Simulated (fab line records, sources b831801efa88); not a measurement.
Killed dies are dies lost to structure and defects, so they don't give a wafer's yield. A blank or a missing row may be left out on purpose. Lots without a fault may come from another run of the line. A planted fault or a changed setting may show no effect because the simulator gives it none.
Split-lot experiment | flow sky130 | 5 lots, 23 wafers read, on a route of 708 steps

THE SPLIT
At SKY_NWELL_OXIDATION_01 (stabilise 600 s, purge 300 s, target thk 10 nm), the setting ox_time_s was moved away from the recipe's 1418 s on 20 of the 23 wafers read, by -14.7% to +11.0%. The other wafers ran this setting at the recipe's value.

The file shows no step between the split and the reading.

THE READING
NWELL_OXIDATION_THK, in nm, at SKY_NWELL_THK_MEAS_02. Fault-free wafers of this fab line usually give 10.03 nm, standard deviation 0.14 nm.

wafer  | tool, chamber at the split | ox_time_s as run, s | against the recipe | NWELL_OXIDATION_THK, nm | against lot-mates on the recipe
L075.1 | -, -                       | 1548                | +9.2%              | 10.67                   | no lot-mate on the recipe
L075.2 | -, -                       | 1548                | +9.2%              | 10.64                   | no lot-mate on the recipe
L075.3 | -, -                       | 1548                | +9.2%              | 10.66                   | no lot-mate on the recipe
L075.4 | -, -                       | 1548                | +9.2%              | 10.69                   | no lot-mate on the recipe
L075.6 | -, -                       | 1548                | +9.2%              | 10.60                   | no lot-mate on the recipe
L077.2 | furnace-01, 0              | 1418                | recipe             | 9.90                    | -
L077.3 | furnace-01, 0              | 1418                | recipe             | 9.75                    | -
L077.5 | furnace-01, 0              | 1418                | recipe             | 9.76                    | -
L079.1 | -, -                       | 1561                | +10.1%             | 10.88                   | no lot-mate on the recipe
L079.2 | -, -                       | 1561                | +10.1%             | 11.02                   | no lot-mate on the recipe
L079.4 | -, -                       | 1561                | +10.1%             | 10.96                   | no lot-mate on the recipe
L079.5 | -, -                       | 1561                | +10.1%             | 10.94                   | no lot-mate on the recipe
L079.6 | -, -                       | 1561                | +10.1%             | 10.95                   | no lot-mate on the recipe
L081.1 | -, -                       | 1574                | +11.0%             | 10.93                   | no lot-mate on the recipe
L081.2 | -, -                       | 1574                | +11.0%             | 10.72                   | no lot-mate on the recipe
L081.3 | -, -                       | 1574                | +11.0%             | 10.63                   | no lot-mate on the recipe
L081.4 | -, -                       | 1574                | +11.0%             | 10.75                   | no lot-mate on the recipe
L081.6 | -, -                       | 1574                | +11.0%             | 10.72                   | no lot-mate on the recipe
L085.1 | -, -                       | 1210                | -14.7%             | 8.80                    | no lot-mate on the recipe
L085.2 | -, -                       | 1210                | -14.7%             | 8.76                    | no lot-mate on the recipe
L085.4 | -, -                       | 1210                | -14.7%             | 8.90                    | no lot-mate on the recipe
L085.5 | -, -                       | 1210                | -14.7%             | 8.71                    | no lot-mate on the recipe
L085.6 | -, -                       | 1210                | -14.7%             | 8.61                    | no lot-mate on the recipe

THE FIT
A straight line over all 23 wafers: NWELL_OXIDATION_THK changes by +0.0825 nm for each +1% of ox_time_s; r = +0.99; the points scatter about the line by 0.14 nm.
Too few moved wafers have a lot-mate on the recipe to fit a line with each lot's own level taken away.

THE WHOLE CHAIN: every reading that the file lists as answering this split, in the file's order
step                   | what it does                                   | reading                                                                            | change (the file's fit)                | r (the file's)
SKY_NWELL_OXIDATION_01 | stabilise 600 s, purge 300 s, target thk 10 nm | SiO2_of_NWELL_OXIDATION_01.thk_nm (the simulator's own value, which no gauge read) | +0.0824 nm for each +1% of the setting | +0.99
SKY_NWELL_THK_MEAS_02  |                                                | NWELL_OXIDATION_THK                                                                | +0.0825 for each +1% of the setting    | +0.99
SKY_NWELL_CLEAN_27     | cleans in SC1/SC2, time 150 s                  | SiO2_of_NWELL_OXIDATION_01.thk_nm (the simulator's own value, which no gauge read) | +0.0826 nm for each +1% of the setting | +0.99

THE FILE'S OWN FIT
NWELL_OXIDATION_THK changes by +0.0825 nm for each +1% of ox_time_s, r = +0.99.
